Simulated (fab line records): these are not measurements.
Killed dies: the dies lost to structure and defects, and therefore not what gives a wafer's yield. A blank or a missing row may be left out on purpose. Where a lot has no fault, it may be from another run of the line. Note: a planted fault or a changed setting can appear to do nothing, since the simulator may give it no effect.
Which of the tools did it?    flow sky130    Sampling: 14 lots, 40 wafers, 3 of 708 route steps

## WHAT EACH GAUGE READ, for each wafer
The record lacks any reading of a measuring or inspecting step that a usual standard deviation could be used to judge.

## WHICH TOOL RAN EACH LOT (tool, then ch and the chambers of the sampled wafers, then the start)
lot   SKY_LI_CONTACT_ETCH_14              SKY_LI_CONTACT_STRIP_16               SKY_PAD_OPEN_PROBE_99
L160  rie_diel-01 ch 0,1, day 28 21:41    plasma_asher-03 ch 0,1, day 28 21:49  -
L161  rie_diel-01 ch 1,2, day 29 01:45    plasma_asher-02 ch 0,1, day 29 01:53  -
L162  rie_diel-03 ch 0,1,3, day 29 12:42  plasma_asher-03 ch 0,1, day 29 12:50  -
L163  rie_diel-03 ch 2,3, day 30 05:54    plasma_asher-03 ch 0,1, day 30 06:02  -
L164  rie_diel-03 ch 1,2,3, day 30 10:48  plasma_asher-03 ch 0,1, day 30 10:56  -
L165  rie_diel-01 ch 0,2,3, day 30 16:27  plasma_asher-03 ch 0,1, day 30 16:35  -
L166  rie_diel-02 ch 2,3, day 31 03:01    plasma_asher-03 ch 0,1, day 31 03:11  -
L167  rie_diel-02 ch 0,3, day 31 12:33    plasma_asher-03 ch 0,1, day 31 12:43  -
L174  rie_diel-01 ch 0,3, day 33 21:39    plasma_asher-03 ch 0, day 33 21:47    -
L175  rie_diel-01 ch 3, day 34 05:01      plasma_asher-03 ch 0,1, day 34 05:08  prober-02, day 49 11:52
L176  rie_diel-02 ch 0,1,2, day 34 06:34  plasma_asher-04 ch 0,1, day 34 06:44  -
L177  rie_diel-02 ch 0,1,2, day 34 17:04  plasma_asher-04 ch 0,1, day 34 17:13  -
L180  rie_diel-02 ch 1,3, day 35 18:15    plasma_asher-02 ch 0,1, day 35 18:23  -
L183  rie_diel-02 ch 2,3, day 36 15:15    plasma_asher-03 ch 0,1, day 36 15:23  -
- SKY_LI_CONTACT_ETCH_14: etches BARC in N2/H2, stops on SiO2, time 45.9 s, target depth 60 nm.
- SKY_LI_CONTACT_STRIP_16: strips in O2/N2.
- SKY_PAD_OPEN_PROBE_99

## AS READ BY THE TOOLS THEMSELVES (means over the sampled wafers that have a number; for cases with no such wafer, the mark the record gives instead)
SKY_LI_CONTACT_ETCH_14. Usual: drypump_motor_current_A 6.0 A, standard deviation 0.42; oes_product_au 0.855 a.u., standard deviation 0.0047; run_length_s 74.1 s, standard deviation 0.46; throttle_valve_pct 13.225 %, standard deviation 0.0093.
lot   tool         drypump_motor_current_A (A)  oes_product_au (a.u.)  run_length_s (s)  throttle_valve_pct (%)  flag
L160  rie_diel-01  6.2                          0.855                  73.8              13.234                  
L161  rie_diel-01  6.3                          0.854                  74.3              13.213                  
L162  rie_diel-03  6.2                          0.858                  74.4              13.224                  
L163  rie_diel-03  5.6                          0.858                  74.3              13.232                  
L164  rie_diel-03  5.9                          0.857                  74.4              13.229                  
L165  rie_diel-01  6.3                          0.853                  74.1              13.234                  
L166  rie_diel-02  5.7                          0.856                  73.7              13.221                  
L167  rie_diel-02  5.4                          0.852                  73.9              13.223                  
L174  rie_diel-01  6.4                          0.933                  55.7              13.218                  OFF
L175  rie_diel-01  6.7                          0.993                  38.0              13.233                  OFF
L176  rie_diel-02  5.9                          0.854                  74.2              13.228                  
L177  rie_diel-02  5.9                          0.857                  74.3              13.226                  
L180  rie_diel-02  5.9                          0.847                  74.1              13.226                  
L183  rie_diel-02  5.4                          0.853                  73.5              13.225                  

SKY_LI_CONTACT_STRIP_16. Usual: drypump_motor_current_A 6.1 A, standard deviation 0.43; oes_product_au 0.376 a.u., standard deviation 0.0049; strip_time_to_endpoint_s 3.49 s, standard deviation 0.035.
lot   tool             drypump_motor_current_A (A)  oes_product_au (a.u.)  strip_time_to_endpoint_s (s)  flag
L160  plasma_asher-03  6.4                          0.381                  3.51                          
L161  plasma_asher-02  6.1                          0.380                  3.54                          
L162  plasma_asher-03  6.2                          0.375                  3.56                          
L163  plasma_asher-03  6.4                          0.378                  3.54                          
L164  plasma_asher-03  6.4                          0.377                  3.54                          
L165  plasma_asher-03  6.4                          0.374                  3.49                          
L166  plasma_asher-03  6.2                          0.379                  3.48                          
L167  plasma_asher-03  6.5                          0.379                  3.48                          
L174  plasma_asher-03  6.0                          0.385                  3.67                          OFF
L175  plasma_asher-03  6.3                          0.387                  3.85                          OFF
L176  plasma_asher-04  5.4                          0.379                  3.47                          
L177  plasma_asher-04  5.4                          0.376                  3.49                          
L180  plasma_asher-02  6.1                          0.373                  3.46                          
L183  plasma_asher-03  6.2                          0.379                  3.45                          

SKY_PAD_OPEN_PROBE_99. Usual: killed_at_M0_to_M3 45, standard deviation 7.3; killed_at_M4_up 3.1, standard deviation 1.7; killed_at_contacts 25, standard deviation 5.1; killed_at_front_end 15, standard deviation 4.5; killed_at_other 0.3, standard deviation 0.56; killed_dies 88, standard deviation 9.4; killed_open 47, standard deviation 6.6; killed_short 40, standard deviation 6.9.
lot   tool       killed_at_M0_to_M3  killed_at_M4_up  killed_at_contacts  killed_at_front_end  killed_at_other  killed_dies  killed_open  killed_short  flag
L175  prober-02  53                  2.0              33                  9                    0.0              97           44           53            

## THE ANSWER, worked out from the rows above alone
Rule: lot off if the mean of its wafers having a number is beyond 3 standard deviations from the usual mean. Also off: a lot with no number at a reading for which 4 or more lots have one. The other lots that the step has rows for count as sound. First the gauges in route order, then the tools' own readings, where a lot's mean is used as printed above. The first step at which some lot is off is used, and at that step the reading that is off furthest; a lot without a number counts as furthest.
Off at SKY_LI_CONTACT_ETCH_14 (run_length_s): L174, L175.
A tool fits if, at that step or a process step before it, it ran every lot that is off, and no sound lot after the first of them. One fits: rie_diel-01 at SKY_LI_CONTACT_ETCH_14. Its last sound lot is L165 (day 30 16:27), its first lot that is off L174 (day 33 21:39): a fault that began between those two fits.
The tool's own readings at SKY_LI_CONTACT_ETCH_14 bear it out: on the lots that are off they differ by more than 5 times the standard deviation of the sound lots' means. oes_product_au reads 0.963 a.u. there against 0.855 a.u. on the sound lots; run_length_s reads 46.9 s there against 74.1 s on the sound lots.

## WHAT HAD BEEN PUT IN BY THE SIMULATOR
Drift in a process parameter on rie_diel-01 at SKY_LI_CONTACT_ETCH_14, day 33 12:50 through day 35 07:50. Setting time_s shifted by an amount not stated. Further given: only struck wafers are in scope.
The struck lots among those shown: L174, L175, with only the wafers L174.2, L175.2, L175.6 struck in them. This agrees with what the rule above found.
